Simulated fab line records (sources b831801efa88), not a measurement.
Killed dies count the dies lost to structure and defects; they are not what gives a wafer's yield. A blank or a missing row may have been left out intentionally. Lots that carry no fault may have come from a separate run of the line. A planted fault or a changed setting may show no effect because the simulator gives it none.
Matching of chambers || flow sky130 || SKY_LI_CONTACT_CMP_02 on cmp-02: 4 sister chambers
The step polishes PSG. 14 wafers are shown with their chamber, then 7 later ones without.

WAFERS, EACH WITH ITS CHAMBER
{"wafer": "L321.1", "chamber": 1, "motorCurrentA (A)": 12.7, "timeToEndpointS (s)": 34, "headPressurePsi (psi)": 3.987}
{"wafer": "L321.2", "chamber": 3, "motorCurrentA (A)": 11.4, "timeToEndpointS (s)": 36, "headPressurePsi (psi)": 4.015}
{"wafer": "L321.6", "chamber": 3, "motorCurrentA (A)": 11.6, "timeToEndpointS (s)": 30, "headPressurePsi (psi)": 4.004}
{"wafer": "L322.1", "chamber": 0, "motorCurrentA (A)": 9.7, "timeToEndpointS (s)": 37, "headPressurePsi (psi)": 3.993}
{"wafer": "L322.3", "chamber": 3, "motorCurrentA (A)": 11.3, "timeToEndpointS (s)": 35, "headPressurePsi (psi)": 4.008}
{"wafer": "L322.5", "chamber": 3, "motorCurrentA (A)": 12.1, "timeToEndpointS (s)": 36, "headPressurePsi (psi)": 4.003}
{"wafer": "L325.1", "chamber": 3, "motorCurrentA (A)": 11.0, "timeToEndpointS (s)": 33, "headPressurePsi (psi)": 4.011}
{"wafer": "L325.3", "chamber": 0, "motorCurrentA (A)": 9.5, "timeToEndpointS (s)": 36, "headPressurePsi (psi)": 4.000}
{"wafer": "L325.5", "chamber": 1, "motorCurrentA (A)": 12.5, "timeToEndpointS (s)": 34, "headPressurePsi (psi)": 4.007}
{"wafer": "L329.2", "chamber": 3, "motorCurrentA (A)": 12.1, "timeToEndpointS (s)": 31, "headPressurePsi (psi)": 3.998}
{"wafer": "L329.4", "chamber": 2, "motorCurrentA (A)": 10.9, "timeToEndpointS (s)": 28, "headPressurePsi (psi)": 4.001}
{"wafer": "L329.6", "chamber": 3, "motorCurrentA (A)": 11.6, "timeToEndpointS (s)": 28, "headPressurePsi (psi)": 4.008}
{"wafer": "L335.1", "chamber": 2, "motorCurrentA (A)": 11.7, "timeToEndpointS (s)": 28, "headPressurePsi (psi)": 3.994}
{"wafer": "L335.2", "chamber": 0, "motorCurrentA (A)": 9.5, "timeToEndpointS (s)": 36, "headPressurePsi (psi)": 4.010}

SIGNATURES, as means of the wafers listed above
{"reading": "motorCurrentA", "chamber 0": 9.567, "chamber 1": 12.600, "chamber 2": 11.300, "chamber 3": 11.586, "scatter within a chamber": 0.368}
{"reading": "timeToEndpointS", "chamber 0": 36.33, "chamber 1": 34.00, "chamber 2": 28.00, "chamber 3": 32.71, "scatter within a chamber": 2.45}
{"reading": "headPressurePsi", "chamber 0": 4.00100, "chamber 1": 3.99700, "chamber 2": 3.99750, "chamber 3": 4.00671, "scatter within a chamber": 0.00747}
Rule: distance of a wafer from a chamber = root of the sum over the readings of ((wafer's reading minus chamber's mean) / reading's scatter) squared. If the next closest chamber is less than 2 further off than the closest, the wafer can't be placed; otherwise it belongs to the closest. How the scatter is found: for the shown wafers, subtract from each reading the mean of its chamber, square and add these, divide the total by (wafers less chambers), then take the root.

WAFERS MISSING THEIR CHAMBER
{"wafer": "L335.3", "motorCurrentA (A)": 12.3, "timeToEndpointS (s)": 34, "headPressurePsi (psi)": 3.998}
{"wafer": "L341.1", "motorCurrentA (A)": 12.3, "timeToEndpointS (s)": 31, "headPressurePsi (psi)": 4.001}
{"wafer": "L341.4", "motorCurrentA (A)": 11.4, "timeToEndpointS (s)": 31, "headPressurePsi (psi)": 3.992}
{"wafer": "L341.6", "motorCurrentA (A)": 9.6, "timeToEndpointS (s)": 33, "headPressurePsi (psi)": 4.006}
{"wafer": "L343.1", "motorCurrentA (A)": 11.1, "timeToEndpointS (s)": 29, "headPressurePsi (psi)": 3.999}
{"wafer": "L343.3", "motorCurrentA (A)": 10.5, "timeToEndpointS (s)": 31, "headPressurePsi (psi)": 4.005}
{"wafer": "L343.6", "motorCurrentA (A)": 11.3, "timeToEndpointS (s)": 31, "headPressurePsi (psi)": 4.005}

EACH ONE'S CHAMBER
{"wafer": "L335.3", "from the rows above": "can't be placed: 1 or 3", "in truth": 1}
{"wafer": "L341.1", "from the rows above": "can't be placed: 1 or 3 or 2", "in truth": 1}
{"wafer": "L341.4", "from the rows above": "can't be placed: 2 or 3", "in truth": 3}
{"wafer": "L341.6", "from the rows above": 0, "in truth": 0}
{"wafer": "L343.1", "from the rows above": "can't be placed: 2 or 3", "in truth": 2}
{"wafer": "L343.3", "from the rows above": "can't be placed: 2 or 3 or 0", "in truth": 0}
{"wafer": "L343.6", "from the rows above": "can't be placed: 3 or 2", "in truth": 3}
Correctly placed: 1 of 7. Cannot be placed on the basis of these rows: 6; the candidates contain the true chamber in 6. Placed wrongly: 0.
